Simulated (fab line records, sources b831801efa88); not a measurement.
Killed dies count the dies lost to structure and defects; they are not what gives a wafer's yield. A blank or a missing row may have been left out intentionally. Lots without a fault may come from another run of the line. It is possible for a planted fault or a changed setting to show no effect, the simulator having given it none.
Which tool is to blame? -- flow sky130 -- 10 lots with 30 wafers sampled at 2 steps, on a route of 708 steps

WHAT THE GAUGES READ, wafer by wafer
SKY_SONOS_ONO_THK_MEAS_03.
lot,measured,on,SONOS_ONO_CVD_02_THK (nm)
L661,day 11 07:34,film-metro-02,10.46 10.49 10.57
L662,day 11 18:42,film-metro-04,10.22 10.40 10.46
L663,day 11 22:08,film-metro-02,10.33 10.39 10.33
L664,day 12 03:34,film-metro-02,10.36 10.48 10.38
L665,day 12 17:40,film-metro-01,10.37 10.55 10.44
L666,day 12 17:39,film-metro-04,10.67 10.57 10.61
L675,day 16 03:12,film-metro-01,7.48 7.35 7.57
L676,day 16 14:16,film-metro-01,7.18 7.11 7.20
L683,day 18 22:51,film-metro-02,10.38 10.42 10.39
L684,day 19 08:44,film-metro-01,10.44 10.45 10.34

WHICH TOOL RAN EACH LOT (tool, then ch and the chambers of the sampled wafers, then the start)
lot,SKY_SONOS_ONO_CVD_02
L661,"lpcvd-02 ch 1, day 11 06:30"
L662,"lpcvd-02 ch 0, day 11 17:39"
L663,"lpcvd-02 ch 1, day 11 21:04"
L664,"lpcvd-02 ch 0, day 12 02:31"
L665,"lpcvd-02 ch 0, day 12 16:36"
L666,"lpcvd-02 ch 1, day 12 16:36"
L675,"lpcvd-02 ch 1, day 16 02:09"
L676,"lpcvd-02 ch 1, day 16 13:13"
L683,"lpcvd-02 ch 0, day 18 21:15"
L684,"lpcvd-02 ch 0, day 19 07:10"
- SKY_SONOS_ONO_CVD_02: deposits Si3N4 from DCS/NH3, target thk 10.5 nm, time 180 s.

WHAT THE TOOLS THEMSELVES READ (means of the sampled wafers that have a number; where no wafer has one, the mark that the record gives instead)
SKY_SONOS_ONO_CVD_02.
lot,tool,zone-power-centre-pct (%)
L661,lpcvd-02,13.3
L662,lpcvd-02,12.6
L663,lpcvd-02,13.2
L664,lpcvd-02,12.5
L665,lpcvd-02,12.6
L666,lpcvd-02,13.3
L675,lpcvd-02,13.2
L676,lpcvd-02,13.3
L683,lpcvd-02,12.6
L684,lpcvd-02,12.7

THE ANSWER, worked out from the rows above alone
Rule: what is usual is taken from the lots themselves. Put in order of their means at a reading, lots are off if they are a third of the lots or fewer, leave a main group of 4 or more, and stand apart from it by a gap of 3 or more times the standard deviation of the main group's means; of several such gaps the widest counts. The tables above print the reading to a certain number of digits; a main group whose means all agree to those digits is not used. A lot without any number at a reading at which 4 lots or more have one is off too. All remaining lots with rows at the step are treated as sound. First the gauges in route order, then the tools' own readings, where a lot's mean is used as printed above. The first step at which some lot is off is used, and at that step the reading that is off furthest; a lot without a number counts as furthest.
Off: L675, L676, seen at SKY_SONOS_ONO_THK_MEAS_03 (SONOS_ONO_CVD_02_THK). The main group: mean 10.44 nm, standard deviation 0.082.
If a tool, at a process step before that reading, ran all the lots that are off and no sound lot after the first of them, it fits. The gauges at SKY_SONOS_ONO_THK_MEAS_03 are tried like those tools. Not one of the candidates tried fits.

WHAT THE SIMULATOR HAD PUT IN
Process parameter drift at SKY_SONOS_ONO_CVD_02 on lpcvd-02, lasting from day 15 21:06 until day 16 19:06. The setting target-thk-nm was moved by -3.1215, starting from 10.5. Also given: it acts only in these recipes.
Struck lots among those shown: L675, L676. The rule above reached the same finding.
